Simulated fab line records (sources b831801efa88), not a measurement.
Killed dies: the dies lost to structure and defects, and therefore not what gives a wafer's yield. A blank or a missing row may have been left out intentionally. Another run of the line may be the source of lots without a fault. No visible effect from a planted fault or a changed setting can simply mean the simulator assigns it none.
The tool behind it: which one? / flow gf180mcu / Sampling: 13 lots, 39 wafers, 5 of 602 route steps

## WHAT THE GAUGES READ, wafer by wafer
GF_HV_LDD_CD_MEAS_07 targets a cd of 400 nm. Usual: cd nm at 400.4 nm, with a standard deviation of 2.7.
lot=L985; measured=day 10 06:40; on=cd sem-01; cd nm (nm)=402.2 400.2 399.9; flag=
lot=L987; measured=day 10 21:16; on=cd sem-02; cd nm (nm)=400.7 403.1 401.5; flag=
lot=L988; measured=day 11 07:33; on=cd sem-02; cd nm (nm)=402.0 405.3 405.5; flag=
lot=L992; measured=day 12 13:31; on=cd sem-02; cd nm (nm)=397.2 395.5 395.6; flag=
lot=L993; measured=day 12 17:04; on=cd sem-01; cd nm (nm)=403.7 403.5 404.8; flag=
lot=L994; measured=day 13 04:34; on=cd sem-01; cd nm (nm)=400.3 400.6 401.0; flag=
lot=L100; measured=day 14 21:44; on=cd sem-01; cd nm (nm)=403.0 406.4 403.7; flag=
lot=L102; measured=day 15 17:15; on=cd sem-01; cd nm (nm)=400.9 400.3 401.4; flag=
lot=L103; measured=day 16 02:50; on=cd sem-01; cd nm (nm)=396.8 397.7 398.2; flag=
lot=L104; measured=day 16 07:37; on=cd sem-01; cd nm (nm)=402.2 401.9 402.2; flag=
lot=L105; measured=day 16 12:17; on=cd sem-01; cd nm (nm)=403.4 399.6 402.3; flag=
lot=L106; measured=day 16 22:43; on=cd sem-02; cd nm (nm)=401.6 402.8 402.6; flag=
lot=L107; measured=day 17 01:04; on=cd sem-02; cd nm (nm)=400.7 400.8 401.1; flag=

GF_HV_LDD_TW_MEAS_23. Usual: HV_LDD_2_TW 1064, standard deviation 7.7.
lot=L985; measured=day 11 01:10; on=film metro-01; HV_LDD_2_TW=1058 1058 1058; flag=
lot=L987; measured=day 11 16:43; on=film metro-02; HV_LDD_2_TW=1056 1068 1056; flag=
lot=L988; measured=day 12 03:29; on=film metro-04; HV_LDD_2_TW=1067 1061 1063; flag=
lot=L992; measured=day 13 10:49; on=film metro-04; HV_LDD_2_TW=1068 1073 1069; flag=
lot=L993; measured=day 13 13:35; on=film metro-04; HV_LDD_2_TW=1066 1073 1074; flag=
lot=L994; measured=day 14 00:56; on=film metro-01; HV_LDD_2_TW=1067 1064 1069; flag=
lot=L100; measured=day 15 19:10; on=film metro-04; HV_LDD_2_TW=1071 1069 1077; flag=
lot=L102; measured=day 16 16:47; on=film metro-01; HV_LDD_2_TW=1062 1065 1063; flag=
lot=L103; measured=day 17 01:38; on=film metro-01; HV_LDD_2_TW=1053 1057 1049; flag=
lot=L104; measured=day 17 06:00; on=film metro-04; HV_LDD_2_TW=1078 1072 1075; flag=
lot=L105; measured=day 17 11:10; on=film metro-04; HV_LDD_2_TW=1073 1073 1075; flag=
lot=L106; measured=day 17 22:29; on=film metro-02; HV_LDD_2_TW=1059 1057 1064; flag=
lot=L107; measured=day 18 01:22; on=film metro-01; HV_LDD_2_TW=1062 1061 1057; flag=

GF_HV_LDD_CD_MEAS_31 targets a cd of 400 nm. Usual: cd nm at 400.0 nm, with a standard deviation of 1.9.
lot=L985; measured=day 11 19:46; on=cd sem-01; cd nm (nm)=397.7 397.9 399.1; flag=
lot=L987; measured=day 12 11:22; on=cd sem-02; cd nm (nm)=399.7 398.9 399.5; flag=
lot=L988; measured=day 12 22:42; on=cd sem-01; cd nm (nm)=400.9 402.5 402.2; flag=
lot=L992; measured=day 14 05:33; on=cd sem-01; cd nm (nm)=404.4 402.3 401.9; flag=
lot=L993; measured=day 14 08:33; on=cd sem-01; cd nm (nm)=401.7 398.4 400.3; flag=
lot=L994; measured=day 14 20:14; on=cd sem-02; cd nm (nm)=402.9 403.7 403.1; flag=
lot=L100; measured=day 16 17:25; on=cd sem-01; cd nm (nm)=401.4 399.3 397.9; flag=
lot=L102; measured=day 17 15:11; on=cd sem-01; cd nm (nm)=400.0 401.9 402.2; flag=
lot=L103; measured=day 18 01:20; on=cd sem-02; cd nm (nm)=398.6 399.4 396.4; flag=
lot=L104; measured=day 18 05:01; on=cd sem-01; cd nm (nm)=399.7 400.2 398.1; flag=
lot=L105; measured=day 18 10:58; on=cd sem-02; cd nm (nm)=399.0 398.4 398.6; flag=
lot=L106; measured=day 18 22:32; on=cd sem-01; cd nm (nm)=401.4 401.5 400.8; flag=
lot=L107; measured=day 19 00:10; on=cd sem-01; cd nm (nm)=400.5 399.2 400.8; flag=

GF_HV_LDD_THK_MEAS_57. Usual: HV_LDD_CVD_56_THK 90.0 nm, standard deviation 0.83.
lot=L985; measured=day 12 19:17; on=film metro-04; HV_LDD_CVD_56_THK (nm)=90.1 89.7 89.0; flag=
lot=L987; measured=day 13 10:46; on=film metro-01; HV_LDD_CVD_56_THK (nm)=89.9 90.0 89.5; flag=
lot=L988; measured=day 13 22:40; on=film metro-01; HV_LDD_CVD_56_THK (nm)=89.7 90.4 90.6; flag=
lot=L992; measured=day 15 06:29; on=film metro-04; HV_LDD_CVD_56_THK (nm)=88.9 89.1 88.9; flag=
lot=L993; measured=day 15 09:23; on=film metro-02; HV_LDD_CVD_56_THK (nm)=84.9 84.8 84.3; flag=OFF
lot=L994; measured=day 15 21:04; on=film metro-04; HV_LDD_CVD_56_THK (nm)=83.4 83.0 82.6; flag=OFF
lot=L100; measured=day 17 22:14; on=film metro-04; HV_LDD_CVD_56_THK (nm)=90.0 90.7 89.5; flag=
lot=L102; measured=day 18 18:00; on=film metro-01; HV_LDD_CVD_56_THK (nm)=88.9 89.4 89.2; flag=
lot=L103; measured=day 19 05:35; on=film metro-04; HV_LDD_CVD_56_THK (nm)=91.4 91.3 90.8; flag=
lot=L104; measured=day 19 08:55; on=film metro-01; HV_LDD_CVD_56_THK (nm)=90.1 90.0 90.3; flag=
lot=L105; measured=day 19 16:36; on=film metro-04; HV_LDD_CVD_56_THK (nm)=90.8 90.5 90.9; flag=
lot=L106; measured=day 20 03:24; on=film metro-01; HV_LDD_CVD_56_THK (nm)=89.2 89.2 88.0; flag=
lot=L107; measured=day 20 04:37; on=film metro-02; HV_LDD_CVD_56_THK (nm)=89.9 88.8 88.9; flag=

## WHICH TOOL RAN EACH LOT (tool, then ch and the chambers of the sampled wafers, then the start)
lot=L985; GF_HV_LDD_CVD_56=lpcvd-02 ch 0, day 12 17:52
lot=L987; GF_HV_LDD_CVD_56=lpcvd-02 ch 0, day 13 09:19
lot=L988; GF_HV_LDD_CVD_56=lpcvd-02 ch 1, day 13 21:15
lot=L992; GF_HV_LDD_CVD_56=lpcvd-01 ch 0, day 15 05:04
lot=L993; GF_HV_LDD_CVD_56=lpcvd-02 ch 0, day 15 07:58
lot=L994; GF_HV_LDD_CVD_56=lpcvd-02 ch 0, day 15 19:38
lot=L100; GF_HV_LDD_CVD_56=lpcvd-01 ch 0, day 17 20:05
lot=L102; GF_HV_LDD_CVD_56=lpcvd-02 ch 1, day 18 16:33
lot=L103; GF_HV_LDD_CVD_56=lpcvd-01 ch 1, day 19 04:08
lot=L104; GF_HV_LDD_CVD_56=lpcvd-02 ch 0, day 19 07:29
lot=L105; GF_HV_LDD_CVD_56=lpcvd-01 ch 0, day 19 14:27
lot=L106; GF_HV_LDD_CVD_56=lpcvd-01 ch 1, day 20 01:58
lot=L107; GF_HV_LDD_CVD_56=lpcvd-02 ch 1, day 20 03:11
- GF_HV_LDD_CVD_56: deposits Si3N4 from DCS/NH3, target thk 90 nm, time 1543 s.

## WHAT THE TOOLS THEMSELVES READ (means of the sampled wafers that have a number; where no wafer has one, the mark that the record gives instead)
GF_HV_LDD_CVD_56. Usual: zone power upper pct at 12.9 %, with a standard deviation of 0.92.
lot=L985; tool=lpcvd-02; zone power upper pct (%)=12.6; flag=
lot=L987; tool=lpcvd-02; zone power upper pct (%)=12.7; flag=
lot=L988; tool=lpcvd-02; zone power upper pct (%)=13.2; flag=
lot=L992; tool=lpcvd-01; zone power upper pct (%)=12.0; flag=
lot=L993; tool=lpcvd-02; zone power upper pct (%)=12.6; flag=
lot=L994; tool=lpcvd-02; zone power upper pct (%)=12.6; flag=
lot=L100; tool=lpcvd-01; zone power upper pct (%)=11.9; flag=
lot=L102; tool=lpcvd-02; zone power upper pct (%)=13.1; flag=
lot=L103; tool=lpcvd-01; zone power upper pct (%)=14.7; flag=
lot=L104; tool=lpcvd-02; zone power upper pct (%)=12.6; flag=
lot=L105; tool=lpcvd-01; zone power upper pct (%)=12.0; flag=
lot=L106; tool=lpcvd-01; zone power upper pct (%)=14.6; flag=
lot=L107; tool=lpcvd-02; zone power upper pct (%)=13.1; flag=

## THE ANSWER, worked out from the rows above alone
Rule: a lot counts as off when the mean over its wafers that have a number is more than 3 standard deviations away from the usual mean. Also off: a lot with no number at a reading for which 4 or more lots have one. Any other lot the step has rows for is counted as sound. First the gauges in route order, then the tools' own readings, where a lot's mean is used as printed above. The first step at which some lot is off is used, and at that step the reading that is off furthest; a lot without a number counts as furthest.
Off: L993, L994, seen at GF_HV_LDD_THK_MEAS_57 (HV_LDD_CVD_56_THK).
A tool fits if, at a process step before that reading, it ran every lot that is off, and no sound lot after the first of them. The gauges at GF_HV_LDD_THK_MEAS_57 are tried like those tools. None of those tried fits.

## WHAT THE SIMULATOR PUT IN
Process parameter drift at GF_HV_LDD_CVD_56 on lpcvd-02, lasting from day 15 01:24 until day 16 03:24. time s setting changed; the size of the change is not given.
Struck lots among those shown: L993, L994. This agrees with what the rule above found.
